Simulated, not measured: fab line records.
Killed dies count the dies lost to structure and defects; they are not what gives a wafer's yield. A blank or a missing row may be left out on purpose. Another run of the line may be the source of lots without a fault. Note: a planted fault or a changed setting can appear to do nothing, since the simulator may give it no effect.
A struck lot beside a sound one | flow sky130 | 26 out of 708 route steps
Sound: wafers L677.4, L677.5, L677.6. The struck wafers were L671.1, L671.3, L671.4. The cause is named last.
Per side, at each step with rows, come the tool, then ch with its chambers, and then its first start. Under that, the readings that differ: sound wafers | struck wafers | difference of the means | sigmas: that difference in standard deviations of wafers without a fault.
alike: a reading whose means differ by less than 2 such deviations, as well as words and numbers matching on both sides. not compared: withheld readings; readings where some wafer has no value; bounds like >300 that might hide an equal value; numbers whose values overlap and for which the record gives no deviation.
Wherever a step has rows on one side only, a row that says differs or no value, or a row with sigmas, the two part there. Numbers that don't overlap but have no deviation are shown without sigmas and don't part them. A reading that every wafer of one side lacks parts them only if that side has two wafers or more.

first, 2 steps without rows for these wafers: SKY_METAL4_PEB_11; SKY_METAL4_DEVELOP_12 (develop time 60 s).
SKY_METAL4_CD_MEAS_13: the cd target is 300 nm.
  struck on cd_sem-01, day 45 15:46; sound on cd_sem-01, day 46 17:20
  reading    | sound             | struck            | difference | sigmas
  cd_nm (nm) | 299.0 299.6 299.5 | 302.5 302.9 302.8 | +3.4       | +2
SKY_METAL4_OVL_MEAS_14:
  struck on overlay-02, day 45 15:53; sound on overlay-02, day 46 17:25
  reading         | sound    | struck | difference | sigmas
  METAL4_OVL (nm) | -3 -6 -3 | 10 7 3 | +11        | +2
SKY_METAL4_DESCUM_15: chemistry O2, time 8 s.
  sound on rie_metal-03 ch 0,1, day 46 17:26; struck on rie_metal-02 ch 1, day 45 15:55
  alike: drypump_motor_current_A, oes_product_au
  not compared: rf_hours_counter_h
then, 2 steps without rows for these wafers: SKY_METAL4_ETCH_16 (etches BARC in N2/H2, stops on SiO2, time 88.2 s, target depth 60 nm); SKY_METAL4_ETCH_17 (etches SiO2 in C4F8/O2/Ar, stops on TiN, time 3.9 s, target depth 15 nm).
SKY_METAL4_METAL_ETCH_18: etches the open film in Cl2/BCl3, stops on SiO2, target depth 845 nm, time 183.1 s.
  sound on rie_metal-02 ch 0,1, day 46 17:38; struck on rie_metal-01 ch 0,1, day 45 16:12
  alike: drypump_motor_current_A, mfc_cl2_sccm, oes_product_au, throttle_valve_pct
  not compared: rf_hours_counter_h
SKY_METAL4_STRIP_19: strips in O2/N2.
  sound on plasma_asher-02 ch 0,1, day 46 17:47; struck on plasma_asher-03 ch 0,1, day 45 16:23
  alike: drypump_motor_current_A, n2_flow_sccm, oes_product_au, strip_time_to_endpoint_s
  not compared: rf_hours_counter_h
then, 3 steps without rows for these wafers: SKY_METAL4_STRIP_20 (strips in post etch residue remover, time 1200 s); SKY_METAL4_CLEAN_21 (cleans in IPA, time 180 s); SKY_METAL4_CLEAN_22 (cleans in O3/DIW).
SKY_VIA4_HDPCVD_00: deposits SiO2, target thk 1750 nm, time 291.7 s.
  sound on hdpcvd-01 ch 0,1,2, day 46 18:28; struck on hdpcvd-02 ch 1,2, day 45 16:58
  no value came back on the struck wafers for pressure_mtorr (mTorr), run_length_s (s); on the sound wafers pressure_mtorr (mTorr) reads 6.003 6.015 6.016
SKY_VIA4_CMP_02: polishes SiO2.
  sound on cmp-02 ch 1,2, day 46 19:17; struck on cmp-02 ch 0,1,2, day 45 17:13
  alike: motor_current_A, retaining_ring_pressure_frac
SKY_VIA4_BOW_MEAS_03:
  struck on film_metro-02, day 45 17:31; sound on film_metro-01, day 46 19:40
  reading       | sound    | struck   | difference | sigmas
  VIA4_BOW (um) | 77 74 69 | 90 83 95 | +16        | +2
then, 7 steps without rows for these wafers: SKY_VIA4_DEHYDRATE_04 (time 60 s); SKY_VIA4_HMDS_05 (prime time 60 s); SKY_VIA4_COAT_06 (resist thk 1140 nm); SKY_VIA4_SOFTBAKE_07 (time 60 s); SKY_VIA4_EXPOSE_08 (exposes mask VIM4, target cd 800 nm); SKY_VIA4_PEB_09; SKY_VIA4_DEVELOP_10 (develop time 60 s).
SKY_VIA4_OVL_MEAS_11:
  struck on overlay-02, day 46 14:20; sound on overlay-02, day 47 14:28
  alike: VIA4_OVL
SKY_VIA4_ETCH_12: etches SiO2 in C4F8/O2/Ar, stops on TiN, target depth 580 nm.
  sound on rie_diel-03 ch 2,3, day 47 14:29; struck on rie_diel-01 ch 0,2,3, day 46 14:23
  reading                  | sound             | struck            | difference | sigmas
  oes_product_au (a.u.)    | 0.925 0.927 0.921 | 0.377 0.372 0.371 | -0.551     | -99 or more
  model.etch.depth_nm (nm) | 579.3 578.8 580.4 | 0 0 0             | -580       |
SKY_VIA4_STRIP_13: strips in O2/N2.
  sound on plasma_asher-01 ch 0,1, day 47 14:35; struck on plasma_asher-02 ch 0,1, day 46 14:27
  alike: drypump_motor_current_A, n2_flow_sccm, oes_product_au, strip_time_to_endpoint_s
  not compared: rf_hours_counter_h
-- the record jumps here: 3 days lie between the struck wafers' starts before and after (it left off in module VIA4 and takes up again in module PAD_OPEN, whose first step shown is number 708 of the route) --
SKY_PAD_OPEN_PROBE_99:
  struck on prober-02, day 49 06:37; sound on prober-02, day 50 03:03
  reading                  | sound          | struck         | difference | sigmas
  defect_limited_yield (%) | 83.3 79.9 85.0 | 0 0 0          | -83        | -41
  killed_at_M0_to_M3       | 40 53 44       | 11 12 6        | -36        | -5
  killed_at_M4_up          | 5 3 1          | 472 473 482    | +473       | +99 or more
  killed_at_contacts       | 22 22 20       | 8 6 0          | -17        | -3
  killed_at_front_end      | 15 21 9        | 1 1 4          | -13        | -3
  killed_dies              | 82 99 74       | 492 492 492    | +407       | +42
  killed_on_rim            | 13 18 17       | 96 96 96       | +80        | +21
  killed_open              | 54 49 33       | 11 11 6        | -36        | -5
  killed_short             | 28 50 41       | 10 8 6         | -32        | -5
  sort_bin_3_pad_short (%) | 1.0 1.0 0.4    | 23.6 24.2 23.0 | +22.8      | +54
  sort_bin_5_function (%)  | 8.1 10.4 8.1   | 72.8 74.8 74.0 | +65.0      | +43
  sort_bin_6_memory (%)    | 7.5 8.7 6.5    | 3.7 1.0 3.0    | -5.0       | -4
  sort_n_pass              | 410 393 418    | 0 0 0          | -407       | -41
  sort_yield_pct (%)       | 83.3 79.9 85.0 | 0 0 0          | -83        | -41
  alike: killed_at_other

WHERE THEY PART
First at SKY_METAL4_CD_MEAS_13; last, within this record, at SKY_PAD_OPEN_PROBE_99.

WHY: whatever the simulator had introduced
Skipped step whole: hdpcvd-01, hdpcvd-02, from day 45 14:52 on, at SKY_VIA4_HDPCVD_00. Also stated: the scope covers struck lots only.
